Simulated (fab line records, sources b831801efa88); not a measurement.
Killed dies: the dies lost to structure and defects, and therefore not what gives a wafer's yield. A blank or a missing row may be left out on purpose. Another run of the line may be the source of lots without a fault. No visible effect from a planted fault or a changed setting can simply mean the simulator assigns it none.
Which tool is to blame? + flow sky130 + 13 lots, 39 wafers sampled, at 4 steps of a route of 708

== WHAT THE GAUGES SHOWED, per wafer ==
SKY_PASSIVATION_THK_MEAS_03.
| lot  | measured     | on            | PASSIVATION_CVD_02_THK (nm) |
|------|--------------|---------------|-----------------------------|
| L790 | day 43 20:39 | film_metro-01 | 538 541 536                 |
| L792 | day 44 15:54 | film_metro-01 | 536 537 544                 |
| L796 | day 45 18:08 | film_metro-02 | 532 530 544                 |
| L795 | day 45 20:53 | film_metro-02 | 543 532 547                 |
| L797 | day 45 23:32 | film_metro-02 | 538 545 537                 |
| L799 | day 46 07:22 | film_metro-04 | 536 546 539                 |
| L801 | day 46 22:29 | film_metro-02 | 541 555 546                 |
| L800 | day 47 00:25 | film_metro-02 | 533 546 548                 |
| L802 | day 47 05:19 | film_metro-01 | 535 534 543                 |
| L805 | day 47 20:14 | film_metro-02 | 531 525 553                 |
| L811 | day 49 02:15 | film_metro-02 | 535 535 549                 |
| L812 | day 49 18:41 | film_metro-04 | 529 544 555                 |
| L813 | day 49 19:01 | film_metro-04 | 529 529 537                 |

SKY_PAD_OPEN_BOW_MEAS_13.
| lot  | measured     | on            | PAD_OPEN_BOW (um) |
|------|--------------|---------------|-------------------|
| L790 | day 45 17:33 | film_metro-04 | 53 43 47          |
| L792 | day 46 12:19 | film_metro-03 | 50 43 33          |
| L796 | day 47 13:28 | film_metro-04 | 48 52 43          |
| L795 | day 47 15:17 | film_metro-02 | 42 46 44          |
| L797 | day 47 18:43 | film_metro-02 | 62 67 40          |
| L799 | day 48 02:17 | film_metro-02 | 51 38 54          |
| L801 | day 48 15:15 | film_metro-04 | 44 34 48          |
| L800 | day 48 16:50 | film_metro-03 | 48 57 47          |
| L802 | day 48 21:58 | film_metro-03 | 53 47 50          |
| L805 | day 49 10:26 | film_metro-02 | 57 48 46          |
| L811 | day 50 13:53 | film_metro-02 | 42 28 33          |
| L812 | day 51 03:56 | film_metro-02 | 38 32 42          |
| L813 | day 51 04:40 | film_metro-04 | 42 43 51          |

== WHICH TOOL RAN EACH LOT (tool, then ch and the chambers of the sampled wafers, then the start) ==
| lot  | SKY_VIA1_CLEAN_18               | SKY_VIA4_ETCH_12                   |
|------|---------------------------------|------------------------------------|
| L790 | wet_bench-02 ch 0, day 33 23:19 | rie_diel-04 ch 0,1,3, day 42 18:27 |
| L792 | wet_bench-01 ch 0, day 34 23:23 | rie_diel-03 ch 1,3, day 43 15:14   |
| L796 | wet_bench-01 ch 0, day 36 08:58 | rie_diel-04 ch 1,2, day 44 20:05   |
| L795 | wet_bench-03 ch 3, day 36 09:58 | rie_diel-04 ch 0,1,3, day 44 21:50 |
| L797 | wet_bench-02 ch 3, day 36 11:14 | rie_diel-04 ch 0,1, day 44 23:48   |
| L799 | wet_bench-02 ch 3, day 37 00:38 | rie_diel-03 ch 0,1, day 45 06:42   |
| L801 | wet_bench-02 ch 0, day 37 17:08 | rie_diel-03 ch 0,3, day 45 23:03   |
| L800 | wet_bench-02 ch 1, day 37 19:36 | rie_diel-04 ch 0,2,3, day 46 01:09 |
| L802 | wet_bench-03 ch 0, day 37 21:05 | rie_diel-03 ch 1,3, day 46 05:47   |
| L805 | wet_bench-02 ch 2, day 38 20:50 | rie_diel-03 ch 0,2,3, day 46 21:32 |
| L811 | wet_bench-03 ch 2, day 40 08:39 | rie_diel-03 ch 1,2,3, day 48 04:11 |
| L812 | wet_bench-02 ch 2, day 41 06:56 | rie_diel-02 ch 0,1,3, day 48 21:55 |
| L813 | wet_bench-01 ch 3, day 41 07:38 | rie_diel-04 ch 0,2,3, day 48 22:53 |
- SKY_VIA1_CLEAN_18: cleans in IPA, time 180 s.
- SKY_VIA4_ETCH_12: etches SiO2 in C4F8/O2/Ar, stops on TiN, target depth 580 nm.

== AS READ BY THE TOOLS THEMSELVES (means over the sampled wafers that have a number; for cases with no such wafer, the mark the record gives instead) ==
SKY_VIA4_ETCH_12.
| lot  | tool        | chamber_pressure_mTorr (mTorr) | oes_product_au (a.u.) |
|------|-------------|--------------------------------|-----------------------|
| L790 | rie_diel-04 | 40.04                          | 0.928                 |
| L792 | rie_diel-03 | 39.99                          | 0.925                 |
| L796 | rie_diel-04 | 40.01                          | 0.931                 |
| L795 | rie_diel-04 | 39.98                          | 0.926                 |
| L797 | rie_diel-04 | 40.02                          | 0.925                 |
| L799 | rie_diel-03 | 39.97                          | 0.928                 |
| L801 | rie_diel-03 | 40.00                          | 0.925                 |
| L800 | rie_diel-04 | 40.02                          | 0.929                 |
| L802 | rie_diel-03 | 39.99                          | 0.929                 |
| L805 | rie_diel-03 | 39.99                          | 0.929                 |
| L811 | rie_diel-03 | 40.01                          | 0.923                 |
| L812 | rie_diel-02 | 39.98                          | 0.926                 |
| L813 | rie_diel-04 | 40.02                          | 0.925                 |

== THE ANSWER, worked out from the rows above alone ==
Rule: the lots themselves supply what counts as usual. The widest of any qualifying gaps counts: lots, ordered by their means at a reading, are off when they make up no more than a third of the lots, leave a main group of 4 or more, and stand apart from it by 3 or more times the standard deviation of that group's means. Not used: any main group whose means are identical at the precision the tables above print for the reading. A lot without any number at a reading at which 4 lots or more have one is off too. All remaining lots with rows at the step are treated as sound. First the gauges in route order, then the tools' own readings, where a lot's mean is used as printed above. The first step at which some lot is off is used, and at that step the reading that is off furthest; a lot without a number counts as furthest.
Across all readings shown, no lot is off: no conclusion can be drawn from this.

== WHAT THE SIMULATOR HAD PUT IN ==
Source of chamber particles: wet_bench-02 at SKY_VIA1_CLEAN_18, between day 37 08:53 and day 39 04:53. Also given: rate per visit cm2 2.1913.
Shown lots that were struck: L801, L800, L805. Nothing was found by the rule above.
